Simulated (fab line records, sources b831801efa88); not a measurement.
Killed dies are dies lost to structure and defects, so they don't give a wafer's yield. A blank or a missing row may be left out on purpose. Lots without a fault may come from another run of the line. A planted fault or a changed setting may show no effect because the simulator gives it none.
fab line records | flow sfq_line
record lots=6 wafers=18 last_day=78
route steps=325 shown M4@148 I4@163 JJ@178 M8@325
lots that met no fault: from a run of the same line without faults
start_h: hours from the record's first day to the start of the lot's first wafer shown | wait_h: hours since the lot's step before | " the same as in the row above | L1.1+2: a row that stands for several wafers | - no value, or no start given | * or withheld: withheld | < > ~ a bound
route shown NAME@n: a module of which the file shows steps, and the number in the route of the first | usual: mean/standard deviation of fault-free wafers | same: alike in all rows | chamber/n: place in a boat | sites: the reading at each site | _std_site: their standard deviation | _edge_site: outer sites' mean less inner sites' | radius_mm: how far each site lies from the wafer's centre | mask NAME#n: copy n | behind: the tool/chamber that last shaped the wafer | hold: why the lot was held/for how many hours/how that ended | device: the transistor (n, p or np) that didn't switch | end of line: the same wafers' tests at the end of the route | a step without rows: its recipe alone | killed: dies lost to structure and defects at the first sort, not the wafer's yield | map: a wafer's dies, x killed, . not, _ none there
set.NAME: the setting as run; set.NAME@STEP: as run at that earlier step | model.NAME: the simulator's own value behind a step, which no gauge read
lots at some steps of the route; a table a step, a row a wafer
services: from which hour (start_h, from the record's first day; less than 0 if before it) a tool's chamber was out of use, for how many hours, and why
## steps
# step SFQ_TRILAYER_M4_DEP_PRE_CLEAN_092
# recipe gas=Ar time_s=22.5 bias_v=250
# step SFQ_TRILAYER_M4_DEP_SPUTTER_091
# recipe material=Nb base_pressure_pa=1.33e-06 chamber_pressure_pa=0.1333 substrate_temp_c=20 resputter_cathode_voltage_v=400 target_thk_nm=200 power_w=2000 time_s=133.3
# usual substrate_temp_c=19.99/0.11 throttle_valve_pct=29.7/0.64
# columns lot.wafer tool chamber start_h wait_h substrate_temp_c throttle_valve_pct
L101.2 pvd_sputter-06 - 804.87 0.0 19.98 29.8
L101.4 " - " " 20.17 29.6
L101.5 " - " " 19.94 28.2
L102.2 pvd_sputter-06 - 815.24 0.0 20.01 29.3
L102.3 " - " " 20.06 28.2
L102.6 " - " " 20.00 29.7
L113.2 pvd_sputter-05 - 914.57 0.0 19.99 29.7
L113.5 " - " " 20.03 29.3
L113.6 " - " " 20.23 30.1
L116.2 pvd_sputter-05 - 949.52 0.0 20.05 29.7
L116.5 " - " " 19.96 29.7
L116.6 " - " " 20.07 29.8
L117.2 pvd_sputter-06 - 951.95 0.0 20.03 28.1
L117.3 " - " " 19.99 29.6
L117.6 " - " " 20.05 29.9
L119.1 pvd_sputter-05 - 962.72 0.0 19.98 29.5
L119.2 " - " " 19.86 30.1
L119.5 " - " " 20.02 30.4
# step SFQ_M4_RS_MEAS_924
# recipe thk_meas_gauge=four-point-probe reads=Nb_of_TRILAYER_M4_DEP_SPUTTER_091
# usual M4_NB_RS=0.890/0.01
# columns lot.wafer tool chamber start_h wait_h M4_NB_RS[ohm/sq]
L101.2 film_metro-03 - 805.00 0.1 0.887
L101.4 " - " " 0.891
L101.5 " - " " 0.881
L102.2 film_metro-01 - 815.36 0.1 0.893
L102.3 " - " " 0.896
L102.6 " - " " 0.902
L113.2 film_metro-03 - 914.68 0.1 0.881
L113.5 " - " " 0.888
L113.6 " - " " 0.901
L116.2 film_metro-01 - 949.64 0.1 0.894
L116.5 " - " " 0.890
L116.6 " - " " 0.879
L117.2 film_metro-01 - 952.06 0.1 0.881
L117.3 " - " " 0.888
L117.6 " - " " 0.882
L119.1 film_metro-02 - 962.81 0.0 0.893
L119.2 " - " " 0.905
L119.5 " - " " 0.903
# step SFQ_TRILAYER_M4_LITHO_COAT_098
# recipe resist=BARC spin_rpm=3000 resist_thk_nm=62
# step SFQ_TRILAYER_M4_LITHO_COAT_093
# recipe resist=KrF spin_rpm=3000 resist_thk_nm=600
# step SFQ_TRILAYER_M4_LITHO_SOFTBAKE_097
# recipe temp_c=withheld time_s=withheld resist=KrF
# step SFQ_TRILAYER_M4_LITHO_EXPOSE_094
# recipe mask_id=M4 na=0.6 source_shape=conventional sigma_outer=0.65 target_cd_nm=500 dose_mj=14.4
# step SFQ_TRILAYER_M4_LITHO_PEB_096
# recipe peb_temp_c=115 peb_time_s=60 resist=KrF
# step SFQ_TRILAYER_M4_LITHO_DEVELOP_095
# recipe time_s=60 resist=KrF
# step SFQ_M4_OVL_MEAS_926
# usual M4_OVL=0/6.5
# columns lot.wafer tool chamber start_h wait_h M4_OVL[nm]
L101.2 overlay-02 - 876.76 0.1 -6
L101.4 " - " " 2
L101.5 " - " " 4
L102.2 overlay-02 - 883.96 0.1 1
L102.3 " - " " -6
L102.6 " - " " 3
L113.2 overlay-01 - 966.21 0.1 2
L113.5 " - " " 9
L113.6 " - " " 6
L116.2 overlay-01 - 996.21 0.1 2
L116.5 " - " " 9
L116.6 " - " " 2
L117.2 overlay-01 - 998.61 0.1 -11
L117.3 " - " " -9
L117.6 " - " " -10
L119.1 overlay-01 - 1008.20 0.1 -7
L119.2 " - " " -6
L119.5 " - " " -4
# step SFQ_TRILAYER_M4_BARC_OPEN_METAL_ETCH_123
# recipe mask_material=PR chemistry=O2 target_depth_nm=125 target=BARC icp_w=600 bias_w=80 pressure_mtorr=10 time_s=41.7
# step SFQ_TRILAYER_M4_ETCH_METAL_ETCH_096
# recipe target=Nb stop_on=SiO2 mask_material=PR chemistry=Cl2/Ar target_depth_nm=240 icp_w=600 bias_w=80 pressure_mtorr=10 time_s=120
# usual bias_w=79.98/0.25 chamber_pressure_mTorr=10.001/0.0097 drypump_motor_current_A=5.97/0.27 oes_product_au=0.894/0.0074
# columns lot.wafer tool chamber start_h wait_h bias_w chamber_pressure_mTorr drypump_motor_current_A oes_product_au rf_hours_counter_h model.KrF_of_TRILAYER_M4_LITHO_COAT_093.thk_nm
L101.2 rie_metal-04 0 876.85 0.0 - - - - - 524.4
L101.4 " 1 " " - - - - - 525.2
L101.5 " 0 " " - - - - - 526.8
L102.2 rie_metal-04 1 884.05 0.0 - - - - - 527.7
L102.3 " 0 " " - - - - - 525.5
L102.6 " 0 " " - - - - - 525.4
L113.2 rie_metal-01 1 966.30 0.0 80.03 10.001 6.29 0.892 145 387.4
L113.5 " 0 " " 79.82 9.999 6.22 0.905 - 382.8
L113.6 " 1 " " 80.16 9.989 6.32 0.888 - 384.3
L116.2 rie_metal-02 0 996.45 0.2 79.97 9.999 5.55 0.890 - 383.8
L116.5 " 0 " " 80.44 10.005 5.57 0.887 - 383.8
L116.6 " 0 " " 79.68 10.002 5.55 0.898 - 383.8
L117.2 rie_metal-04 1 998.70 0.0 79.55 9.997 6.07 0.892 25 389.3
L117.3 " 1 " " 79.86 10.015 6.03 0.902 - 390.6
L117.6 " 0 " " 80.25 10.007 5.89 0.897 - 388.6
L119.1 rie_metal-01 1 1008.36 0.1 79.89 9.997 6.32 0.889 154 386.7
L119.2 " 1 " " 79.96 10.008 6.32 0.891 - 385.3
L119.5 " 1 " " 80.05 10.007 6.29 0.883 - 386.7
# step SFQ_TRILAYER_M4_STRIP_STRIP_097
# recipe gas=O2 power_w=200 platen_temp_c=40 overash_fraction=0.65 chemistry=O2 pressure_mtorr=50
# step SFQ_TRILAYER_M4_STRIP_SOLV_CLEAN_098
# recipe chemistry=NMP temp_c=70 time_s=600
# step SFQ_TRILAYER_I4_DEP_PECVD_099
# recipe material=SiO2 temp_c=150 time_s=111.11 pressure_torr=2.4 rf_w=183.3 precursor=SiH4/N2O target_thk_nm=500
# step SFQ_TRILAYER_I4_CMP_CMP_100
# recipe material=SiO2 down_force_psi=3 platen_rpm=60 pad_velocity_m_s=0.94248
# step SFQ_I4_BOW_MEAS_927
# recipe mode=bow
# usual I4_BOW=4/9.6
# columns lot.wafer tool chamber start_h wait_h I4_BOW[um]
L101.2 film_metro-01 - 923.25 2.5 -2
L101.4 " - " " 11
L101.5 " - " " 8
L102.2 film_metro-03 - 937.01 1.5 19
L102.3 " - " " 12
L102.6 " - " " 12
L113.2 film_metro-01 - 1025.48 1.5 -1
L113.5 " - " " 9
L113.6 " - " " 13
L116.2 film_metro-01 - 1055.90 1.5 7
L116.5 " - " " -3
L116.6 " - " " 4
L117.2 film_metro-04 - 1058.48 2.5 -8
L117.3 " - " " -20
L117.6 " - " " -7
L119.1 film_metro-03 - 1067.88 2.5 -12
L119.2 " - " " -7
L119.5 " - " " -9
# step SFQ_TRILAYER_I4_METRO_MEASURE_101
# step SFQ_TRILAYER_I4_VIA_LITHO_COAT_108
# recipe resist=BARC spin_rpm=3000 resist_thk_nm=62
# step SFQ_TRILAYER_I4_VIA_LITHO_COAT_103
# recipe resist=KrF spin_rpm=3000 resist_thk_nm=650
# step SFQ_TRILAYER_I4_VIA_LITHO_SOFTBAKE_107
# recipe temp_c=withheld time_s=withheld resist=KrF
# step SFQ_TRILAYER_I4_VIA_LITHO_EXPOSE_104
# recipe mask_id=I4 na=0.6 source_shape=conventional sigma_outer=0.65 target_cd_nm=700 dose_mj=21.3
# step SFQ_TRILAYER_I4_VIA_LITHO_PEB_106
# recipe peb_temp_c=115 peb_time_s=60 resist=KrF
# step SFQ_TRILAYER_I4_VIA_LITHO_DEVELOP_105
# recipe time_s=60 resist=KrF
# step SFQ_I4_OVL_MEAS_928
# usual I4_OVL=1/5.2
# columns lot.wafer tool chamber start_h wait_h I4_OVL[nm]
L101.2 overlay-02 - 1000.13 0.1 -5
L101.4 " - " " 1
L101.5 " - " " -4
L102.2 overlay-02 - 1008.53 0.1 -10
L102.3 " - " " 0
L102.6 " - " " -7
L113.2 overlay-01 - 1097.27 0.1 0
L113.5 " - " " -2
L113.6 " - " " 3
L116.2 overlay-02 - 1129.17 0.1 6
L116.5 " - " " -5
L116.6 " - " " -5
L117.2 overlay-02 - 1130.37 0.1 4
L117.3 " - " " 4
L117.6 " - " " 5
L119.1 overlay-02 - 1139.97 0.1 0
L119.2 " - " " -7
L119.5 " - " " -1
# step SFQ_TRILAYER_I4_VIA_BARC_OPEN_VIA_ETCH_146
# recipe mask_material=PR chemistry=O2 target_depth_nm=125 target=BARC source_w=500 bias_w=80 pressure_mtorr=30 time_s=41.7
# step SFQ_TRILAYER_I4_VIA_ETCH_VIA_ETCH_106
# recipe target=SiO2 stop_on=Nb mask_material=PR taper_deg=20 chemistry=CHF3 target_depth_nm=260 source_w=500 bias_w=80 pressure_mtorr=30 time_s=withheld
# usual bias_w=79.99/0.27 chamber_pressure_mTorr=29.999/0.026 drypump_motor_current_A=5.9/0.57 oes_product_au=0.854/0.0053
# columns lot.wafer tool chamber start_h wait_h bias_w chamber_pressure_mTorr drypump_motor_current_A oes_product_au
L101.2 rie_diel-03 2 1000.20 0.0 80.22 30.007 6.2 0.856
L101.4 " 1 " " 80.20 30.007 6.3 0.855
L101.5 " 2 " " 80.26 29.963 6.2 0.851
L102.2 rie_diel-01 0 1008.60 0.0 79.75 29.992 4.9 0.861
L102.3 " 1 " " 79.83 30.001 6.0 0.861
L102.6 " 2 " " 80.00 30.031 6.3 0.849
L113.2 rie_diel-03 2 1097.34 0.0 79.96 29.982 6.3 0.856
L113.5 " 3 " " 80.39 29.966 4.9 0.858
L113.6 " 2 " " 79.99 29.974 6.3 0.849
L116.2 rie_diel-01 2 1129.24 0.0 80.07 29.982 6.3 0.858
L116.5 " 3 " " 80.52 30.009 5.9 0.851
L116.6 " 2 " " 80.05 30.029 6.3 0.850
L117.2 rie_diel-03 0 1130.44 0.0 79.67 29.943 6.3 0.855
L117.3 " 2 " " 80.03 29.943 6.3 0.850
L117.6 " 1 " " 80.30 30.020 6.4 0.860
L119.1 rie_diel-04 3 1140.04 0.0 80.17 29.987 5.7 0.850
L119.2 " 1 " " 80.21 29.993 5.7 0.849
L119.5 " 3 " " 80.08 29.998 5.8 0.856
# step SFQ_TRILAYER_I4_VIA_STRIP_STRIP_107
# recipe gas=O2 power_w=200 platen_temp_c=40 overash_fraction=0.65 chemistry=O2 pressure_mtorr=50
# step SFQ_TRILAYER_I4_VIA_STRIP_SOLV_CLEAN_108
# recipe chemistry=NMP temp_c=70 time_s=600
# step SFQ_TRILAYER_JJ_TRILAYER_DEP_PRE_CLEAN_113
# recipe gas=Ar time_s=22.5 bias_v=250
# step SFQ_TRILAYER_JJ_TRILAYER_DEP_SPUTTER_109
# recipe material=Nb base_pressure_pa=1.33e-06 chamber_pressure_pa=0.1333 substrate_temp_c=20 target_thk_nm=150 power_w=2000 time_s=100
# usual substrate_temp_c=19.99/0.1 throttle_valve_pct=29.8/0.61
# columns lot.wafer tool chamber start_h wait_h substrate_temp_c throttle_valve_pct
L101.2 pvd_sputter-05 - 1002.12 0.0 19.84 30.4
L101.4 " - " " 19.87 29.6
L101.5 " - " " 20.04 29.8
L102.2 pvd_sputter-03 - 1010.12 0.0 19.97 30.9
L102.3 " - " " 20.13 31.0
L102.6 " - " " 19.94 29.7
L113.2 pvd_sputter-06 - 1098.25 0.0 19.85 29.4
L113.5 " - " " 20.05 28.3
L113.6 " - " " 19.88 29.9
L116.2 pvd_sputter-06 - 1130.16 0.0 19.95 29.7
L116.5 " - " " 20.08 28.1
L116.6 " - " " 19.97 29.6
L117.2 pvd_sputter-03 - 1131.37 0.0 20.13 31.2
L117.3 " - " " 19.82 30.6
L117.6 " - " " 20.04 30.8
L119.1 pvd_sputter-06 - 1140.96 0.0 19.91 29.7
L119.2 " - " " 19.94 29.5
L119.5 " - " " 19.96 28.5
# step SFQ_TRILAYER_JJ_TRILAYER_DEP_SPUTTER_110
# recipe material=Al base_pressure_pa=1.33e-06 target_thk_nm=8 power_w=500 time_s=10 chamber_pressure_pa=0.4
# usual throttle_valve_pct=29.8/0.62
# columns lot.wafer tool chamber start_h wait_h throttle_valve_pct
L101.2 pvd_sputter-05 - 1002.19 0.0 30.3
L101.4 " - " " 29.6
L101.5 " - " " 29.8
L102.2 pvd_sputter-03 - 1010.19 0.0 31.0
L102.3 " - " " 31.3
L102.6 " - " " 29.8
L113.2 pvd_sputter-06 - 1098.32 0.0 29.3
L113.5 " - " " 28.3
L113.6 " - " " 29.9
L116.2 pvd_sputter-06 - 1130.23 0.0 30.0
L116.5 " - " " 28.5
L116.6 " - " " 29.7
L117.2 pvd_sputter-03 - 1131.45 0.0 31.1
L117.3 " - " " 30.9
L117.6 " - " " 30.8
L119.1 pvd_sputter-06 - 1141.03 0.0 29.7
L119.2 " - " " 29.3
L119.5 " - " " 28.3
# step SFQ_TRILAYER_JJ_TRILAYER_DEP_AL_OXIDATION_111
# recipe pressure_mbar=0.014667 oxidation_time_s=600 temperature_k=293
# step SFQ_TRILAYER_JJ_TRILAYER_DEP_SPUTTER_112
# recipe material=Nb base_pressure_pa=1.33e-06 chamber_pressure_pa=0.1333 substrate_temp_c=20 target_thk_nm=170 power_w=2000 time_s=113.3
# usual substrate_temp_c=20.02/0.11 throttle_valve_pct=29.8/0.66
# columns lot.wafer tool chamber start_h wait_h substrate_temp_c throttle_valve_pct
L101.2 pvd_sputter-05 - 1003.21 0.5 20.01 30.0
L101.4 " - " " 20.06 29.5
L101.5 " - " " 19.94 30.1
L102.2 pvd_sputter-03 - 1014.90 4.2 19.90 31.1
L102.3 " - " " 19.76 31.5
L102.6 " - " " 19.99 29.9
L113.2 pvd_sputter-06 - 1099.35 0.5 20.06 29.4
L113.5 " - " " 20.18 28.2
L113.6 " - " " 19.99 29.6
L116.2 pvd_sputter-06 - 1131.25 0.5 19.98 30.0
L116.5 " - " " 20.28 28.4
L116.6 " - " " 20.13 29.8
L117.2 pvd_sputter-03 - 1132.47 0.5 19.99 31.5
L117.3 " - " " 20.18 31.0
L117.6 " - " " 20.08 31.0
L119.1 pvd_sputter-06 - 1142.05 0.5 19.94 29.7
L119.2 " - " " 20.05 29.4
L119.5 " - " " 20.11 28.0
# step SFQ_JJ_RS_MEAS_929
# recipe thk_meas_gauge=four-point-probe reads=Nb_of_TRILAYER_JJ_TRILAYER_DEP_SPUTTER_112
# usual JJ_NB_RS=1.053/0.015
# columns lot.wafer tool chamber start_h wait_h JJ_NB_RS[ohm/sq]
L101.2 film_metro-03 - 1003.31 0.1 1.048
L101.4 " - " " 1.055
L101.5 " - " " 1.047
L102.2 film_metro-04 - 1015.00 0.1 1.065
L102.3 " - " " 1.054
L102.6 " - " " 1.039
L113.2 film_metro-03 - 1099.45 0.1 1.059
L113.5 " - " " 1.049
L113.6 " - " " 1.058
L116.2 film_metro-03 - 1131.35 0.1 1.067
L116.5 " - " " 1.047
L116.6 " - " " 1.062
L117.2 film_metro-04 - 1132.57 0.1 1.071
L117.3 " - " " 1.069
L117.6 " - " " 1.066
L119.1 film_metro-03 - 1142.13 0.0 1.049
L119.2 " - " " 1.032
L119.5 " - " " 1.047
# step SFQ_TRILAYER_JJ_CE_LITHO_COAT_119
# recipe resist=BARC spin_rpm=3000 resist_thk_nm=62
# step SFQ_TRILAYER_JJ_CE_LITHO_COAT_114
# recipe resist=KrF spin_rpm=3000 resist_thk_nm=600
# step SFQ_TRILAYER_JJ_CE_LITHO_SOFTBAKE_118
# recipe temp_c=withheld time_s=withheld resist=KrF
# step SFQ_TRILAYER_JJ_CE_LITHO_EXPOSE_115
# recipe mask_id=J5 na=0.6 source_shape=conventional sigma_outer=0.65 target_cd_nm=700 dose_mj=14.4
# step SFQ_TRILAYER_JJ_CE_LITHO_PEB_117
# recipe peb_temp_c=115 peb_time_s=60 resist=KrF
# step SFQ_M8_BOW_MEAS_951
# recipe mode=bow
# usual M8_BOW=10/12
# columns lot.wafer tool chamber start_h wait_h M8_BOW[um] model.etest.m4.comb_log10_ohm
L101.2 film_metro-01 - 1643.54 0.0 10 0
L101.4 " - " " 23 0
L101.5 " - " " 22 0
L102.2 film_metro-04 - 1659.10 0.0 26 0
L102.3 " - " " 20 0
L102.6 " - " " 20 0
L113.2 film_metro-03 - 1851.68 0.0 5 12
L113.5 " - " " 15 12
L113.6 " - " " 19 12
L116.2 film_metro-01 - 1863.81 0.0 3 12
L116.5 " - " " -7 12
L116.6 " - " " 0 12
L117.2 film_metro-03 - 1865.01 0.0 4 12
L117.3 " - " " -8 12
L117.6 " - " " 5 12
L119.1 film_metro-03 - 1869.79 0.0 -16 12
L119.2 " - " " -10 12
L119.5 " - " " -12 12
## services
# columns tool chamber start_h hours kind
rie_metal-04 1 782.74 5.4 repair
rie_diel-03 - 807.06 2.8 pm
rie_metal-04 - 826.84 1.4 pm
rie_diel-01 2 863.19 4.3 repair
rie_diel-03 2 864.69 9.1 repair
pvd_sputter-03 - 867.63 14.2 repair
pvd_sputter-05 - 895.42 5.0 repair
pvd_sputter-03 - 926.88 26.7 repair
rie_diel-01 0 948.87 8.1 repair
rie_diel-01 1 952.81 2.5 repair
pvd_sputter-06 - 952.90 5.7 repair
pvd_sputter-06 - 972.97 1.6 repair
rie_metal-04 1 980.50 10.8 repair
pvd_sputter-05 - 1006.07 26.3 repair
rie_diel-03 - 1006.47 0.3 repair
rie_diel-03 1 1015.46 4.2 repair
rie_diel-03 - 1016.73 0.4 repair
rie_metal-04 - 1066.67 2.8 pm
rie_diel-01 3 1074.49 3.6 repair
pvd_sputter-06 - 1091.98 2.0 repair
rie_diel-01 3 1094.18 2.9 repair
pvd_sputter-05 - 1108.72 1.8 repair
rie_diel-03 - 1124.80 0.4 repair
rie_diel-01 3 1134.59 14.3 repair
## key
first_sign step=SFQ_TRILAYER_M4_ETCH_METAL_ETCH_096 reading=tool_record direction=missing
effect none on later readings
model_effect step=SFQ_TRILAYER_M4_ETCH_METAL_ETCH_096 value=KrF_of_TRILAYER_M4_LITHO_COAT_093.thk_nm without=389.1 struck=525.8
model_effect step=SFQ_M8_BOW_MEAS_951 value=etest.m4.comb_log10_ohm without=12 struck=0
met_at SFQ_TRILAYER_M4_ETCH_METAL_ETCH_096
struck_wafers L101.2,L101.4,L101.5,L102.2,L102.3,L102.6
fault kind=skipped_step_whole tool=rie_metal-04 chamber=- onset_h=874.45 steps=SFQ_TRILAYER_M4_ETCH_METAL_ETCH_096 scope=struck_lots_only
